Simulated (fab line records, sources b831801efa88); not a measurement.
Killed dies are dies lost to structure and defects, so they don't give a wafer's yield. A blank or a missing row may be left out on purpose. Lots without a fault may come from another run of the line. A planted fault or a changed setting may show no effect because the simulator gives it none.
fab line records | flow gf180mcu
record lots=5 wafers=15 last_day=34
route steps=602 shown MVPSD@89 VT_IMPLANT@90
lots that met no fault: from a run of the same line without faults
start_h: hours from the record's first day to the start of the lot's first wafer shown | wait_h: hours since the lot's step before | " the same as in the row above | L1.1+2: a row that stands for several wafers | - no value, or no start given | * or withheld: withheld | < > ~ a bound
route shown NAME@n: a module of which the file shows steps, and the number in the route of the first | usual: mean/standard deviation of fault-free wafers | same: alike in all rows | chamber/n: place in a boat | sites: the reading at each site | _std_site: their standard deviation | _edge_site: outer sites' mean less inner sites' | radius_mm: how far each site lies from the wafer's centre | mask NAME#n: copy n | behind: the tool/chamber that last shaped the wafer | hold: why the lot was held/for how many hours/how that ended | device: the transistor (n, p or np) that didn't switch | end of line: the same wafers' tests at the end of the route | a step without rows: its recipe alone | killed: dies lost to structure and defects at the first sort, not the wafer's yield | map: a wafer's dies, x killed, . not, _ none there
set.NAME: the setting as run; set.NAME@STEP: as run at that earlier step | model.NAME: the simulator's own value behind a step, which no gauge read
lots at some steps of the route; a table a step, a row a wafer
services: from which hour (start_h, from the record's first day; less than 0 if before it) a tool's chamber was out of use, for how many hours, and why
## steps
# step GF_MVPSD_TW_MEAS_11
# usual MVPSD_TW=553.9/2.4
# columns lot.wafer tool chamber start_h wait_h MVPSD_TW
L084.1 film_metro-01 - 155.52 0.1 551.9
L084.3 " - " " 552.9
L084.4 " - " " 554.9
L087.2 film_metro-04 - 173.03 0.1 549.4
L087.5 " - " " 551.9
L087.6 " - " " 552.7
L091.1 film_metro-04 - 196.87 0.1 552.5
L091.2 " - " " 548.2
L091.5 " - " " 550.9
L093.1 film_metro-01 - 209.94 0.1 550.8
L093.2 " - " " 553.2
L093.3 " - " " 552.2
L097.2 film_metro-04 - 237.26 0.1 551.1
L097.3 " - " " 553.2
L097.4 " - " " 552.2
# step GF_VT_IMPLANT_DEHYDRATE_00
# recipe temp_c=200 time_s=60
# columns lot.wafer tool chamber start_h wait_h
L084.1+3+4 litho_track-03 0 162.80 7.3
L087.2+5+6 litho_track-02 0 180.49 7.4
L091.1+2+5 litho_track-02 0 204.96 8.1
L093.1+2+3 litho_track-03 0 218.65 8.7
L097.2+3+4 litho_track-03 0 245.57 8.3
# step GF_VT_IMPLANT_HMDS_01
# recipe prime_time_s=60 prime_temp_c=120
# columns lot.wafer tool chamber start_h wait_h
L084.1+3+4 litho_track-03 0 162.95 0.1
L087.2+5+6 litho_track-02 0 180.64 0.1
L091.1+2+5 litho_track-02 0 205.11 0.1
L093.1+2+3 litho_track-03 0 218.80 0.1
L097.2+3+4 litho_track-03 0 245.72 0.1
# step GF_VT_IMPLANT_COAT_02
# recipe resist=NOVOLAK spin_rpm=3000 resist_thk_nm=1000
# columns lot.wafer tool chamber start_h wait_h
L084.1+3+4 litho_track-03 0 163.10 0.1
L087.2+5+6 litho_track-02 0 180.79 0.1
L091.1+2+5 litho_track-02 0 205.26 0.1
L093.1+2+3 litho_track-03 0 218.95 0.1
L097.2+3+4 litho_track-03 0 245.87 0.1
# step GF_VT_IMPLANT_SOFTBAKE_03
# recipe temp_c=90 time_s=60 resist=NOVOLAK
# columns lot.wafer tool chamber start_h wait_h
L084.1+3+4 litho_track-03 0 163.25 0.1
L087.2+5+6 litho_track-02 0 180.94 0.1
L091.1+2+5 litho_track-02 0 205.41 0.1
L093.1+2+3 litho_track-03 0 219.10 0.1
L097.2+3+4 litho_track-03 0 246.02 0.1
# step GF_VT_IMPLANT_EXPOSE_04
# recipe mask_id=LVPWELL_LV_AREA target_cd_nm=600 na=0.6 source_shape=conventional sigma_outer=0.6 dose_mj=140
# columns lot.wafer tool chamber start_h wait_h mask
L084.1+3+4 iline_stepper-02 0 - - LVPWELL_LV_AREA#0
L087.2+5+6 iline_stepper-01 0 - - LVPWELL_LV_AREA#0
L091.1+2+5 iline_stepper-02 0 - - LVPWELL_LV_AREA#0
L093.1+2+3 iline_stepper-02 0 - - LVPWELL_LV_AREA#0
L097.2+3+4 iline_stepper-01 0 - - LVPWELL_LV_AREA#0
# step GF_VT_IMPLANT_PEB_05
# recipe temp_c=withheld time_s=* resist=NOVOLAK
# columns lot.wafer tool chamber start_h wait_h
L084.1+3+4 litho_track-02 0 - -
L087.2+5+6 litho_track-02 0 - -
L091.1+2+5 litho_track-03 0 - -
L093.1+2+3 litho_track-03 0 - -
L097.2+3+4 litho_track-03 0 - -
# step GF_VT_IMPLANT_DEVELOP_06
# recipe develop_time_s=60 dev_temp_c=23
# columns lot.wafer tool chamber start_h wait_h
L084.1+3+4 litho_track-02 0 170.81 0.1
L087.2+5+6 litho_track-02 0 189.09 0.1
L091.1+2+5 litho_track-03 0 213.80 0.1
L093.1+2+3 litho_track-03 0 228.04 0.1
L097.2+3+4 litho_track-03 0 255.52 0.1
# step GF_VT_IMPLANT_OVL_MEAS_07
# usual VT_IMPLANT_OVL=0.3/1.4
# columns lot.wafer tool chamber start_h wait_h VT_IMPLANT_OVL[nm]
L084.1 overlay-02 - 170.96 0.1 0.3
L084.3 " - " " 2.8
L084.4 " - " " 2.0
L087.2 overlay-01 - 189.22 0.1 -0.1
L087.5 " - " " -0.6
L087.6 " - " " 0.3
L091.1 overlay-02 - 213.95 0.1 -0.9
L091.2 " - " " 1.2
L091.5 " - " " -0.2
L093.1 overlay-01 - 228.19 0.1 1.4
L093.2 " - " " 2.7
L093.3 " - " " 2.6
L097.2 overlay-02 - 255.65 0.1 0.0
L097.3 " - " " -0.1
L097.4 " - " " -0.4
# step GF_VT_IMPLANT_IMPLANT_08
# recipe species=BF2 energy_kev=20 dose_cm2=8.29e+12 tilt_deg=7
# usual dose_ions_cm2=8.29e+12/9.5e+09
# columns lot.wafer tool chamber start_h wait_h dose_ions_cm2
L084.1 implanter-03 0 171.00 0.0 8.29e+12
L084.3 " 0 " " 8.283e+12
L084.4 " 0 " " 8.29e+12
L087.2 implanter-01 0 189.27 0.0 8.303e+12
L087.5 " 0 " " 8.298e+12
L087.6 " 0 " " 8.3e+12
L091.1 implanter-01 0 213.98 0.0 8.29e+12
L091.2 " 0 " " 8.296e+12
L091.5 " 0 " " 8.289e+12
L093.1 implanter-01 0 228.23 0.0 8.288e+12
L093.2 " 0 " " 8.301e+12
L093.3 " 0 " " 8.303e+12
L097.2 implanter-04 0 255.71 0.0 8.287e+12
L097.3 " 0 " " 8.294e+12
L097.4 " 0 " " 8.299e+12
# step GF_VT_IMPLANT_STRIP_09
# recipe chemistry=O2/N2 power_w=1400 pressure_mtorr=1500 platen_temp_c=250 o2_flow_sccm=3000 n2_flow_sccm=300 overash_fraction=0.5
# usual drypump_motor_current_A=5.7/0.31 heater_power_w=330/37 n2_flow_sccm=299.9/0.85 o2_flow_sccm=2999/9.8 oes_product_au=0.716/0.0045 strip_time_to_endpoint_s=12.63/0.037
# columns lot.wafer tool chamber start_h wait_h drypump_motor_current_A heater_power_w n2_flow_sccm o2_flow_sccm oes_product_au rf_hours_counter_h strip_time_to_endpoint_s
L084.1 plasma_asher-02 1 171.15 0.1 5.6 315 299.8 3009 0.726 4 12.66
L084.3 " 0 " " 5.7 277 298.3 3002 0.718 - 12.67
L084.4 " 1 " " 5.7 328 299.4 3010 0.725 - 12.62
L087.2 plasma_asher-04 0 189.40 0.1 5.3 369 300.6 2997 0.716 56 12.59
L087.5 " 1 " " 6.3 283 300.8 3005 0.722 - 12.62
L087.6 " 0 " " 5.3 363 300.6 2994 0.716 - 12.61
L091.1 plasma_asher-01 1 214.13 0.1 5.7 369 300.0 2980 0.720 57 12.64
L091.2 " 0 " " 5.6 357 299.8 2995 0.711 57 12.67
L091.5 " 0 " " 5.6 358 300.6 3003 0.719 - 12.62
L093.1 plasma_asher-04 0 228.38 0.1 5.3 361 301.0 2991 0.718 60 12.63
L093.2 " 1 " " 6.4 277 299.3 2999 0.715 60 12.65
L093.3 " 0 " " 5.3 355 300.2 2987 0.711 - 12.66
L097.2 plasma_asher-01 1 255.83 0.1 5.7 357 298.6 2994 0.719 61 12.65
L097.3 " 1 " " 5.7 351 300.4 3009 0.707 - 12.64
L097.4 " 0 " " 5.6 361 300.5 2994 0.713 - 12.66
# step GF_VT_IMPLANT_TW_MEAS_10
# usual VT_IMPLANT_TW=562/3.5
# columns lot.wafer tool chamber start_h wait_h VT_IMPLANT_TW
L084.1 film_metro-01 - 171.25 0.1 563
L084.3 " - " " 564
L084.4 " - " " 566
L087.2 film_metro-02 - 189.51 0.1 562
L087.5 " - " " 562
L087.6 " - " " 561
L091.1 film_metro-02 - 214.23 0.1 556
L091.2 " - " " 560
L091.5 " - " " 561
L093.1 film_metro-03 - 228.48 0.1 562
L093.2 " - " " 564
L093.3 " - " " 562
L097.2 film_metro-03 - 255.94 0.1 560
L097.3 " - " " 564
L097.4 " - " " 559
# step GF_VT_IMPLANT_DEHYDRATE_11
# recipe temp_c=200 time_s=60
# columns lot.wafer tool chamber start_h wait_h
L084.1+3+4 litho_track-03 0 178.90 7.6
L087.2+5+6 litho_track-01 0 197.73 8.2
L091.1+2+5 litho_track-02 0 222.16 7.9
L093.1+2+3 litho_track-01 0 236.70 8.2
L097.2+3+4 litho_track-01 0 264.42 8.5
# step GF_VT_IMPLANT_HMDS_12
# recipe prime_time_s=60 prime_temp_c=120
# columns lot.wafer tool chamber start_h wait_h
L084.1+3+4 litho_track-03 0 179.05 0.1
L087.2+5+6 litho_track-01 0 197.88 0.1
L091.1+2+5 litho_track-02 0 222.31 0.1
L093.1+2+3 litho_track-01 0 236.85 0.1
L097.2+3+4 litho_track-01 0 264.57 0.1
# step GF_VT_IMPLANT_COAT_13
# recipe resist=NOVOLAK spin_rpm=3000 resist_thk_nm=1000
# columns lot.wafer tool chamber start_h wait_h
L084.1+3+4 litho_track-03 0 179.20 0.1
L087.2+5+6 litho_track-01 0 198.03 0.1
L091.1+2+5 litho_track-02 0 222.46 0.1
L093.1+2+3 litho_track-01 0 237.00 0.1
L097.2+3+4 litho_track-01 0 264.72 0.1
# step GF_VT_IMPLANT_SOFTBAKE_14
# recipe temp_c=90 time_s=60 resist=NOVOLAK
# columns lot.wafer tool chamber start_h wait_h
L084.1+3+4 litho_track-03 0 179.35 0.1
L087.2+5+6 litho_track-01 0 198.18 0.1
L091.1+2+5 litho_track-02 0 222.61 0.1
L093.1+2+3 litho_track-01 0 237.15 0.1
L097.2+3+4 litho_track-01 0 264.87 0.1
# step GF_VT_IMPLANT_EXPOSE_15
# recipe mask_id=Nwell_LV_AREA target_cd_nm=860 na=0.6 source_shape=conventional sigma_outer=0.6 dose_mj=140
# columns lot.wafer tool chamber start_h wait_h mask
L084.1+3+4 iline_stepper-01 0 - - Nwell_LV_AREA#0
L087.2+5+6 iline_stepper-01 0 - - Nwell_LV_AREA#0
L091.1+2+5 iline_stepper-01 0 - - Nwell_LV_AREA#0
L093.1+2+3 iline_stepper-02 0 - - Nwell_LV_AREA#0
L097.2+3+4 iline_stepper-01 0 - - Nwell_LV_AREA#0
# step GF_VT_IMPLANT_PEB_16
# recipe temp_c=withheld time_s=* resist=NOVOLAK
# columns lot.wafer tool chamber start_h wait_h
L084.1+3+4 litho_track-02 0 - -
L087.2+5+6 litho_track-01 0 - -
L091.1+2+5 litho_track-03 0 - -
L093.1+2+3 litho_track-02 0 - -
L097.2+3+4 litho_track-01 0 - -
## services
# columns tool chamber start_h hours kind
plasma_asher-01 - 147.96 3.3 repair
litho_track-01 - 158.50 - consumable_replace:filter
implanter-01 - 162.15 4.6 pm
implanter-03 - 169.16 0.8 repair
implanter-04 - 171.98 2.3 repair
plasma_asher-02 - 178.72 3.8 repair
plasma_asher-02 - 191.86 0.7 repair
implanter-03 - 206.15 4.4 pm
plasma_asher-02 - 206.65 2.4 repair
iline_stepper-02 - 213.29 2.1 pm
iline_stepper-02 - 215.37 - consumable_replace:lamp
implanter-03 - 217.86 6.7 repair
plasma_asher-01 - 225.84 0.6 repair
implanter-03 - 241.50 2.3 repair
iline_stepper-02 - 244.73 4.4 pm
plasma_asher-01 - 247.98 4.5 repair
implanter-04 - 273.27 18.4 repair
implanter-03 - 273.72 4.0 pm
## key
fault none
